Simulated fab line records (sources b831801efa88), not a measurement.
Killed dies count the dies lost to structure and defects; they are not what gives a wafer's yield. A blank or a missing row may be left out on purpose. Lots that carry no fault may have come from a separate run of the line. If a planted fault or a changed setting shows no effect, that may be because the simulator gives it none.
One fault seen from 2 desks    flow gf180mcu    each desk has only its own numbers; what lay behind them comes last

== METROLOGY DESK ==
Lot by lot, what the gauges showed, no matter which tool ran the lot: averages of those sampled wafers that carry a number. If a lot's mean is further than 4 standard deviations from the usual mean, the lot is out of limits and carries the mark OUT (the distance appears in the brackets).
Columns: A = V5_CVD_02_THK at GF_V5_THK_MEAS_03, usual 1442 nm; B = V5_W_RS at GF_V5_RS_MEAS_24, usual 0.329 ohm/sq
lot   first seen here  A     B
L428  day 27 08:22     1467  0.325
L429  day 27 15:05     1458  0.325
L431  day 28 03:19     1457  0.326
L432  day 28 11:50     1441  0.325
L435  day 29 10:25     1429  0.328
L436  day 29 16:25     1423  0.335
L438  day 30 15:07     1429  0.331
L439  day 30 16:05     1448  0.332
L444  day 31 23:57     1491  0.331
L445  day 32 04:42     1479  0.329
L446  day 32 10:14     1430  0.332
L448  day 32 21:19     1461  0.326
This desk's verdict: no lot among the 12 shows anything out of limits.

== TOOL OWNER'S DESK, pecvd-03 ==
The tool's own readings at GF_V5_CVD_02 (deposits SiO2 from TEOS, target thk 1450 nm, time 163.28 s): means of the sampled wafers that have a number, for each lot that ran on this tool. If a lot's mean is further than 4 standard deviations from the usual mean, the lot is out of limits and carries the mark OUT (the distance appears in the brackets).
Columns: A = heater-power-w at GF_V5_CVD_02, usual 715 W
lot   first seen here  A
L436  day 29 16:18     773
L439  day 30 15:58     722
L444  day 31 23:50     684
L445  day 32 04:35     722
This desk's verdict: no lot among the 4 shows anything out of limits.

== ALL TOGETHER ==
Metrology desk: nothing out of limits seen.
Nothing out of limits was seen by the tool owner's desk.

== WHAT WAS PUT IN BY THE SIMULATOR ==
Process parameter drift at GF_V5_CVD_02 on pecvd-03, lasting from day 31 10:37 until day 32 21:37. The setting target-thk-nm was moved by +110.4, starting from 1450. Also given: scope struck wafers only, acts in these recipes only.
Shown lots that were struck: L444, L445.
